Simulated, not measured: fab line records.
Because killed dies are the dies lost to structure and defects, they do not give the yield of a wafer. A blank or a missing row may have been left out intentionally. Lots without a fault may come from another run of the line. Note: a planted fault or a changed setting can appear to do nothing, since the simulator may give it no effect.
fab line records ; flow sky130
record lots=12; wafers=36; last_day=50
route steps=708 shown POLY_GATE@213 RES_PROTECT@214 METAL3@565 VIA3@586
lots with no fault: from the same line, run without faults
start_h: hours from the record's opening day to when the first of the lot's shown wafers began ; wait_h: time in hours since the lot's previous step ; " unchanged from the row above ; L1.1+2: several wafers, shown together as one row ; - no value present, or no start provided ; * or withheld: withheld ; < > ~ a bound
route shown NAME@n: NAME is a module with steps in the file, n the number in the route of the first one ; usual: mean and standard deviation over wafers with no fault ; same: alike in all rows ; chamber/n: place in a boat ; sites: readings site by site ; _std_site: their standard deviation ; _edge_site: outer sites' mean less inner sites' ; radius_mm: how far each site lies from the wafer's centre ; mask NAME#n: copy n ; behind: the most recent tool/chamber to have shaped the wafer ; hold: why the lot went on hold/how many hours it stayed there/how the hold came to an end ; device: names the non-switching transistor (n, p or np) ; end of line: the same wafers' tests at the end of the route ; step lacking rows: just its recipe ; killed: count of dies lost to structure and defects at first sort (not the wafer's yield) ; map: the dies of a wafer, with x for killed, . for not killed, _ for no die there
set.NAME: the run value of the setting; set.NAME@STEP: its run value at that earlier step ; model.NAME: the simulator's own value behind a step, which no gauge read
one table for each step of the route and one row for each wafer, over a sample of lots
services: when a tool's chamber went out of use (start_h, in hours from the record's first day, below 0 if earlier), for how many hours, and the reason
## steps
# step SKY_POLY_GATE_IMPLANT_02
# recipe species=P; energy_kev=30; dose_cm2=7.7e+15; tilt_deg=0
# usual end_station_pressure_torr=1.14e-05/1.7e-06
lot.wafer;tool;chamber;start_h;wait_h;end_station_pressure_torr
L720.2;implanter-03;0;340.85;0.1;8.5e-06
L720.3;implanter-03;0;340.85;0.1;9.9e-06
L720.6;implanter-03;0;340.85;0.1;9.7e-06
L723.1;implanter-01;0;376.62;0.1;9.4e-06
L723.4;implanter-01;0;376.62;0.1;1.07e-05
L723.6;implanter-01;0;376.62;0.1;9.7e-06
L724.2;implanter-02;0;380.80;0.1;1.41e-05
L724.4;implanter-02;0;380.80;0.1;1.26e-05
L724.6;implanter-02;0;380.80;0.1;1.24e-05
L725.3;implanter-03;0;394.43;0.1;9.9e-06
L725.4;implanter-03;0;394.43;0.1;9.6e-06
L725.5;implanter-03;0;394.43;0.1;9.4e-06
L727.1;implanter-02;0;410.12;0.1;1.35e-05
L727.3;implanter-02;0;410.12;0.1;1.29e-05
L727.5;implanter-02;0;410.12;0.1;1.34e-05
L728.4;implanter-01;0;416.39;0.1;1.03e-05
L728.5;implanter-01;0;416.39;0.1;1.09e-05
L728.6;implanter-01;0;416.39;0.1;1.08e-05
L729.2;implanter-02;0;425.99;0.1;6.06e-05
L729.5;implanter-02;0;425.99;0.1;5.26e-05
L729.6;implanter-02;0;425.99;0.1;5.17e-05
L730.3;implanter-02;0;437.52;0.1;5.76e-05
L730.4;implanter-02;0;437.52;0.1;5.71e-05
L730.5;implanter-02;0;437.52;0.1;5.91e-05
L738.2;implanter-03;0;506.45;0.1;1.01e-05
L738.3;implanter-03;0;506.45;0.1;1.02e-05
L738.4;implanter-03;0;506.45;0.1;9.4e-06
L740.3;implanter-02;0;516.38;0.1;1.37e-05
L740.4;implanter-02;0;516.38;0.1;1.35e-05
L740.5;implanter-02;0;516.38;0.1;1.32e-05
L741.2;implanter-02;0;529.99;0.1;1.31e-05
L741.3;implanter-02;0;529.99;0.1;1.15e-05
L741.4;implanter-02;0;529.99;0.1;1.4e-05
L742.1;implanter-02;0;535.58;0.1;1.31e-05
L742.3;implanter-02;0;535.58;0.1;1.31e-05
L742.4;implanter-02;0;535.58;0.1;1.45e-05
# step SKY_RES_PROTECT_STRIP_07
# recipe chemistry=O2/N2; power_w=1400; pressure_mtorr=1500; platen_temp_c=withheld; o2_flow_sccm=3000; n2_flow_sccm=300; overash_fraction=0.5
# usual drypump_motor_current_A=5.9/0.39; oes_product_au=0.518/0.0047; strip_time_to_endpoint_s=23.30/0.048
lot.wafer;tool;chamber;start_h;wait_h;drypump_motor_current_A;oes_product_au;rf_hours_counter_h;strip_time_to_endpoint_s
L720.2;plasma_asher-03;1;340.98;0.1;5.4;0.514;65;23.30
L720.3;plasma_asher-03;0;340.98;0.1;6.3;0.521;-;23.31
L720.6;plasma_asher-03;1;340.98;0.1;5.4;0.516;-;23.28
L723.1;plasma_asher-04;1;376.77;0.1;5.7;0.515;71;23.29
L723.4;plasma_asher-04;1;376.77;0.1;5.8;0.516;-;23.27
L723.6;plasma_asher-04;1;376.77;0.1;5.8;0.521;-;23.30
L724.2;plasma_asher-04;1;380.93;0.1;5.8;0.521;71;23.39
L724.4;plasma_asher-04;0;380.93;0.1;5.4;0.512;-;23.37
L724.6;plasma_asher-04;1;380.93;0.1;5.8;0.523;-;23.36
L725.3;plasma_asher-04;0;394.56;0.1;5.4;0.519;-;23.29
L725.4;plasma_asher-04;1;394.56;0.1;5.8;0.519;-;23.30
L725.5;plasma_asher-04;1;394.56;0.1;5.8;0.511;-;23.28
L727.1;plasma_asher-02;1;410.27;0.1;5.8;0.525;57;23.28
L727.3;plasma_asher-02;0;410.27;0.1;6.4;0.523;-;23.32
L727.5;plasma_asher-02;1;410.27;0.1;5.8;0.513;-;23.33
L728.4;plasma_asher-03;0;416.50;0.1;6.3;0.511;-;23.25
L728.5;plasma_asher-03;0;416.50;0.1;6.3;0.516;-;23.30
L728.6;plasma_asher-03;1;416.50;0.1;5.4;0.517;-;23.25
L729.2;plasma_asher-02;0;426.12;0.1;6.4;0.512;59;23.93
L729.5;plasma_asher-02;0;426.12;0.1;6.4;0.512;-;23.98
L729.6;plasma_asher-02;1;426.12;0.1;5.8;0.510;-;23.96
L730.3;plasma_asher-03;1;437.65;0.1;5.4;0.511;-;23.94
L730.4;plasma_asher-03;0;437.65;0.1;6.3;0.511;-;23.92
L730.5;plasma_asher-03;1;437.65;0.1;5.4;0.509;-;23.88
L738.2;plasma_asher-02;0;506.58;0.1;6.4;0.517;65;23.38
L738.3;plasma_asher-02;0;506.58;0.1;6.4;0.523;-;23.38
L738.4;plasma_asher-02;1;506.58;0.1;5.7;0.521;-;23.37
L740.3;plasma_asher-02;0;516.51;0.1;6.4;0.518;-;23.33
L740.4;plasma_asher-02;1;516.51;0.1;5.8;0.516;-;23.28
L740.5;plasma_asher-02;0;516.51;0.1;6.4;0.524;-;23.34
L741.2;plasma_asher-03;1;530.12;0.1;5.4;0.519;84;23.30
L741.3;plasma_asher-03;0;530.12;0.1;6.2;0.516;-;23.34
L741.4;plasma_asher-03;1;530.12;0.1;5.4;0.515;-;23.34
L742.1;plasma_asher-03;1;535.73;0.1;5.4;0.511;85;23.25
L742.3;plasma_asher-03;0;535.73;0.1;6.3;0.524;-;23.24
L742.4;plasma_asher-03;1;535.73;0.1;5.4;0.516;-;23.24
# step SKY_METAL3_DESCUM_15
# recipe chemistry=O2; source_power_w=150; bias_power_w=0; pressure_mtorr=10; temp_c=40; time_s=8
# usual drypump_motor_current_A=5.6/0.38; oes_product_au=1.003/0.0088; rf_fwd_power_W=147.3/0.73
lot.wafer;tool;chamber;start_h;wait_h;drypump_motor_current_A;oes_product_au;rf_fwd_power_W;rf_hours_counter_h
L720.2;rie_metal-03;0;903.64;0.0;5.6;1.001;147.5;7
L720.3;rie_metal-03;0;903.64;0.0;5.6;0.998;147.6;-
L720.6;rie_metal-03;1;903.64;0.0;4.9;0.999;146.8;-
L723.1;rie_metal-04;0;934.08;0.0;5.8;0.976;147.9;21
L723.4;rie_metal-04;1;934.08;0.0;5.5;0.988;147.6;-
L723.6;rie_metal-04;0;934.08;0.0;5.8;0.991;148.7;-
L724.2;rie_metal-03;0;940.18;0.0;5.6;1.003;147.5;7
L724.4;rie_metal-03;0;940.18;0.0;5.6;0.995;148.1;-
L724.6;rie_metal-03;0;940.18;0.0;5.6;1.005;147.5;-
L725.3;rie_metal-01;0;950.89;0.0;6.3;1.004;146.3;-
L725.4;rie_metal-01;1;950.89;0.0;5.7;1.018;146.5;-
L725.5;rie_metal-01;0;950.89;0.0;6.3;1.014;147.0;-
L727.1;rie_metal-04;0;966.09;0.0;5.7;1.006;147.8;0
L727.3;rie_metal-04;0;966.09;0.0;5.7;0.997;147.9;-
L727.5;rie_metal-04;0;966.09;0.0;5.7;1.003;148.3;-
L728.4;rie_metal-03;0;968.80;0.0;5.6;1.003;147.7;-
L728.5;rie_metal-03;0;968.80;0.0;5.6;1.001;147.7;-
L728.6;rie_metal-03;1;968.80;0.0;5.0;1.005;147.0;-
L729.2;rie_metal-01;1;975.39;0.0;5.7;1.010;146.6;13
L729.5;rie_metal-01;1;975.39;0.0;5.7;1.019;146.0;-
L729.6;rie_metal-01;0;975.39;0.0;6.3;1.015;146.2;-
L730.3;rie_metal-04;1;990.64;0.0;5.4;0.997;148.5;-
L730.4;rie_metal-04;0;990.64;0.0;5.7;0.996;146.9;-
L730.5;rie_metal-04;0;990.64;0.0;5.7;1.013;147.4;-
L738.2;rie_metal-01;1;1034.41;0.0;5.7;1.018;146.3;17
L738.3;rie_metal-01;0;1034.41;0.0;6.2;1.004;147.0;-
L738.4;rie_metal-01;1;1034.41;0.0;5.7;1.012;146.9;-
L740.3;rie_metal-03;1;1042.60;0.0;5.0;1.000;146.3;-
L740.4;rie_metal-03;0;1042.60;0.0;5.6;1.010;147.3;-
L740.5;rie_metal-03;1;1042.60;0.0;4.9;1.006;146.6;-
L741.2;rie_metal-03;0;1050.94;0.0;5.6;0.998;147.5;14
L741.3;rie_metal-03;1;1050.94;0.0;5.0;1.004;146.7;-
L741.4;rie_metal-03;0;1050.94;0.0;5.6;0.996;147.5;-
L742.1;rie_metal-04;1;1055.53;0.0;5.5;1.003;148.3;16
L742.3;rie_metal-04;0;1055.53;0.0;5.7;0.999;147.8;-
L742.4;rie_metal-04;1;1055.53;0.0;5.5;0.987;147.5;-
# step SKY_VIA3_OVL_MEAS_13
# usual VIA3_OVL=-1/5.5
lot.wafer;tool;chamber;start_h;wait_h;VIA3_OVL[nm]
L720.2;overlay-02;-;928.44;0.1;-6
L720.3;overlay-02;-;928.44;0.1;2
L720.6;overlay-02;-;928.44;0.1;-5
L723.1;overlay-02;-;959.95;0.1;-2
L723.4;overlay-02;-;959.95;0.1;-1
L723.6;overlay-02;-;959.95;0.1;-1
L724.2;overlay-01;-;966.24;0.1;-8
L724.4;overlay-01;-;966.24;0.1;-10
L724.6;overlay-01;-;966.24;0.1;-12
L725.3;overlay-01;-;977.55;0.1;5
L725.4;overlay-01;-;977.55;0.1;3
L725.5;overlay-01;-;977.55;0.1;5
L727.1;overlay-01;-;991.20;0.1;-7
L727.3;overlay-01;-;991.20;0.1;3
L727.5;overlay-01;-;991.20;0.1;0
L728.4;overlay-02;-;994.51;0.1;3
L728.5;overlay-02;-;994.51;0.1;6
L728.6;overlay-02;-;994.51;0.1;7
L729.2;overlay-01;-;1000.25;0.1;-3
L729.5;overlay-01;-;1000.25;0.1;-7
L729.6;overlay-01;-;1000.25;0.1;-10
L730.3;overlay-02;-;1015.71;0.1;8
L730.4;overlay-02;-;1015.71;0.1;3
L730.5;overlay-02;-;1015.71;0.1;9
L738.2;overlay-02;-;1057.95;0.1;-1
L738.3;overlay-02;-;1057.95;0.1;-1
L738.4;overlay-02;-;1057.95;0.1;-1
L740.3;overlay-01;-;1066.00;0.1;4
L740.4;overlay-01;-;1066.00;0.1;1
L740.5;overlay-01;-;1066.00;0.1;0
L741.2;overlay-01;-;1074.20;0.1;3
L741.3;overlay-01;-;1074.20;0.1;5
L741.4;overlay-01;-;1074.20;0.1;2
L742.1;overlay-01;-;1079.25;0.1;-3
L742.3;overlay-01;-;1079.25;0.1;0
L742.4;overlay-01;-;1079.25;0.1;-5
# step SKY_VIA3_THK_MEAS_23
# recipe thk_meas_gauge=xrf; reads=W_of_VIA3_CVD_21
# usual VIA3_W_THK=391/6
lot.wafer;tool;chamber;start_h;wait_h;VIA3_W_THK[nm]
L720.2;film_metro-03;-;929.48;0.1;396
L720.3;film_metro-03;-;929.48;0.1;394
L720.6;film_metro-03;-;929.48;0.1;396
L723.1;film_metro-03;-;961.05;0.1;384
L723.4;film_metro-03;-;961.05;0.1;389
L723.6;film_metro-03;-;961.05;0.1;386
L724.2;film_metro-03;-;967.28;0.1;388
L724.4;film_metro-03;-;967.28;0.1;385
L724.6;film_metro-03;-;967.28;0.1;385
L725.3;film_metro-04;-;978.65;0.1;396
L725.4;film_metro-04;-;978.65;0.1;397
L725.5;film_metro-04;-;978.65;0.1;398
L727.1;film_metro-03;-;992.27;0.1;388
L727.3;film_metro-03;-;992.27;0.1;388
L727.5;film_metro-03;-;992.27;0.1;382
L728.4;film_metro-04;-;995.55;0.1;389
L728.5;film_metro-04;-;995.55;0.1;390
L728.6;film_metro-04;-;995.55;0.1;393
L729.2;film_metro-01;-;1001.29;0.1;386
L729.5;film_metro-01;-;1001.29;0.1;384
L729.6;film_metro-01;-;1001.29;0.1;377
L730.3;film_metro-01;-;1016.82;0.1;393
L730.4;film_metro-01;-;1016.82;0.1;388
L730.5;film_metro-01;-;1016.82;0.1;390
L738.2;film_metro-04;-;1058.99;0.1;390
L738.3;film_metro-04;-;1058.99;0.1;395
L738.4;film_metro-04;-;1058.99;0.1;390
L740.3;film_metro-04;-;1067.05;0.1;384
L740.4;film_metro-04;-;1067.05;0.1;393
L740.5;film_metro-04;-;1067.05;0.1;390
L741.2;film_metro-03;-;1075.36;0.1;397
L741.3;film_metro-03;-;1075.36;0.1;395
L741.4;film_metro-03;-;1075.36;0.1;403
L742.1;film_metro-03;-;1080.28;0.1;396
L742.3;film_metro-03;-;1080.28;0.1;391
L742.4;film_metro-03;-;1080.28;0.1;399
## services
tool;chamber;start_h;hours;kind
implanter-02;-;325.29;1.7;repair
implanter-02;-;448.95;5.7;repair
rie_metal-03;0;490.53;11.9;repair
rie_metal-03;-;507.42;2.8;pm
implanter-02;-;576.13;3.9;pm
implanter-02;-;629.39;5.1;pm
rie_metal-03;1;631.50;7.8;repair
rie_metal-03;0;645.48;6.2;repair
rie_metal-03;-;671.44;1.7;repair
plasma_asher-03;-;686.24;0.8;repair
implanter-02;-;697.51;2.0;repair
plasma_asher-03;-;711.85;7.6;repair
rie_metal-03;-;721.23;0.3;repair
plasma_asher-03;-;733.75;9.0;pm
rie_metal-03;0;741.71;2.3;repair
rie_metal-03;1;794.17;10.0;repair
implanter-02;-;837.39;1.7;repair
rie_metal-03;1;861.57;24.6;repair
plasma_asher-03;-;873.21;4.2;repair
rie_metal-03;0;911.01;4.2;repair
rie_metal-03;1;916.82;2.4;repair
plasma_asher-03;-;916.93;2.8;pm
plasma_asher-03;-;960.39;9.3;repair
rie_metal-03;0;1035.58;1.6;repair
## key
first_sign step=SKY_POLY_GATE_IMPLANT_02; reading=end_station_pressure_torr; direction=up; sigmas=26; usual=1.14e-05; struck=5.64e-05
effect step=SKY_RES_PROTECT_STRIP_07; reading=strip_time_to_endpoint_s; direction=up; sigmas=13; usual=*; struck=*
met_at SKY_POLY_GATE_IMPLANT_02
struck_lots L729,L730
tester_left_out L729,L730
not_acting_at SKY_METAL3_DESCUM_15,SKY_VIA3_OVL_MEAS_13,SKY_VIA3_THK_MEAS_23
onset_between 410.12 425.99
fault kind=process_parameter_drift; tool=implanter-02; chamber=-; onset_h=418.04; steps=SKY_POLY_GATE_IMPLANT_02; channel=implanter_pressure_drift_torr; offset=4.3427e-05; shape=step; end_h=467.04
fault kind=process_parameter_drift; tool=implanter-02; chamber=-; onset_h=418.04; steps=SKY_POLY_GATE_IMPLANT_02; channel=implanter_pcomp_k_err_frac; offset=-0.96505; shape=step; end_h=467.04
# tester_left_out: of these lots the tester's yield and bins aren't shown, on N5 and GAA mostly nor the transistor test; their killed dies are dies lost to structure and defects alone, not to doping, threshold or leakage, so they don't give the yield
